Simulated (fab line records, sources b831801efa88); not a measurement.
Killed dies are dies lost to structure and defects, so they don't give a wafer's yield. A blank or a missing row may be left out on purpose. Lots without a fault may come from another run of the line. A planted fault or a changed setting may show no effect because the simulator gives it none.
Chamber matching | flow sky130 | SKY_VIA1_ETCH_15 on rie_diel-03: 4 sister chambers
The step etches SiO2 in C4F8/O2/Ar, stops on TiN, target depth 351 nm, time 54 s. 4 wafers are shown with their chamber, then 8 later ones without.

WAFERS WITH THEIR CHAMBER
wafer  | chamber | run_length_s (s)
L505.1 | 1       | 81.6
L506.1 | 2       | 82.3
L506.5 | 3       | 82.8
L512.1 | 0       | 82.4

WAFERS WITHOUT THEIR CHAMBER
wafer  | run_length_s (s)
L512.3 | 81.0
L512.6 | 82.5
L511.3 | 82.4
L511.4 | 82.1
L511.6 | 81.3
L508.1 | 81.1
L508.3 | 82.5
L508.5 | 82.3

WHICH CHAMBER EACH WENT THROUGH
wafer  | from the rows above               | in truth
L512.3 | 1                                 | 1
L512.6 | can't be placed: 0 or 2 or 3      | 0
L511.3 | can't be placed: 0 or 2 or 3      | 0
L511.4 | can't be placed: 2 or 0 or 1 or 3 | 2
L511.6 | 1                                 | 1
L508.1 | 1                                 | 1
L508.3 | can't be placed: 0 or 2 or 3      | 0
L508.5 | can't be placed: 2 or 0 or 3      | 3
Placed correctly: 3 of 8. Can't be placed from these rows: 5 (the true chamber is among the candidates in 5). Placed wrongly: 0.
How it was worked out, from the rows above alone: a wafer's distance from a chamber is the root of the sum, over the readings, of the square of ((its reading less the chamber's mean) divided by the reading's scatter). The wafer belongs to the nearest chamber; if the next one is less than 2 further off, it can't be placed. A chamber's mean is the mean of its shown wafers. The scatter: with one shown wafer a chamber, the root of the mean of the squares of how far each hidden wafer lies from its nearest shown one.
